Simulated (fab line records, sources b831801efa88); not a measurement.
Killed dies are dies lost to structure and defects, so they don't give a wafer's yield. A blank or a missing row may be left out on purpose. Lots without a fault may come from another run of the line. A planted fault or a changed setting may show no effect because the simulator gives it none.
Problem report in the 8D (eight disciplines) form, filled by code | flow gf180mcu | the parts of the form that need people (team, actions taken, sign-off) are left out

1. THE PROBLEM
cd_nm at GF_V5_CD_MEAS_14 reads a mean of 269.5 nm on 2 wafers of 2 lots; wafers without a fault read 260.0 nm with a standard deviation of 1.3. That is +7.3 standard deviations from the usual mean.
The step: target cd 260 nm.
First seen on wafer L264.2, day 31 14:13, on cd_sem-01. The record holds 38 wafers of 13 lots with a number at this step. Rule for "out", or "out of limits": more than 4 standard deviations from the usual mean. The other wafers with a number count as sound.

2. WHAT IT IS AND WHAT IT IS NOT
question                    | is                | is not
which readings at this step | cd_nm             | -
which lots                  | L264, L265        | L252, L253, L254, L256, L257, L258, L259, L261, L263, L274, L275
which wafers of those lots  | L264.2, L265.2    | L264.4, L265.3, L265.4
read on which gauges        | cd_sem-01         | cd_sem-02
when                        | from day 31 14:13 | up to then (28 sound wafers); but 8 sound wafers of L265, L274, L275 came after

3. SUSPECTS, AND WHAT RULES EACH OUT
Counting: a tool at a process step up to the reading stays a suspect if it ran every lot that is out. Sound lots after the first of them don't rule it out here, since some wafers of a struck lot are sound.
- the gauge at GF_V5_CD_MEAS_14: kept. All the wafers that are out were read on cd_sem-01, and no step on other tools shows them out.
- krf_scanner-01 at GF_V5_EXPOSE_11 (exposes mask Via5, target cd 260 nm): kept. It ran every lot that is out, first L264 (day 31 05:16); its last sound lot up to then is L263 (day 30 18:19).
Left after counting: krf_scanner-01 at GF_V5_EXPOSE_11, cd_sem-01 at GF_V5_CD_MEAS_14.

4. THE CAUSE (what the simulator had put in)
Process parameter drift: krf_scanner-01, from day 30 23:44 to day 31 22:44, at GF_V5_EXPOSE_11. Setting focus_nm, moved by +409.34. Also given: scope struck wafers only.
Counting left 2 suspects, and this tool is among them.

5. THE CHAIN OF EFFECTS, in route order
Each row: a reading whose mean over the struck wafers that have a number lies more than 3 standard deviations from the usual. Only readings for which the record gives a usual standard deviation are gone through. hours: the time from each lot's start at the first step in this table that gives one to its start at this step, as a median over the lots. sigmas: the change in usual standard deviations.
hours | step             | reading | usual    | on struck wafers | change | sigmas
0     | GF_V5_CD_MEAS_14 | cd_nm   | 260.0 nm | 269.5            | +9.5   | +7.3

6. WHAT WOULD HAVE CAUGHT IT SOONER
In this record the first reading out of limits at a measuring or inspecting step was taken at day 31 14:13, 14 hours after the fault began at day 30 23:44.
All the lots that are out (2) had begun GF_V5_EXPOSE_11 on krf_scanner-01 by day 31 14:13. A hold on the tool at that time would have spared none of them.
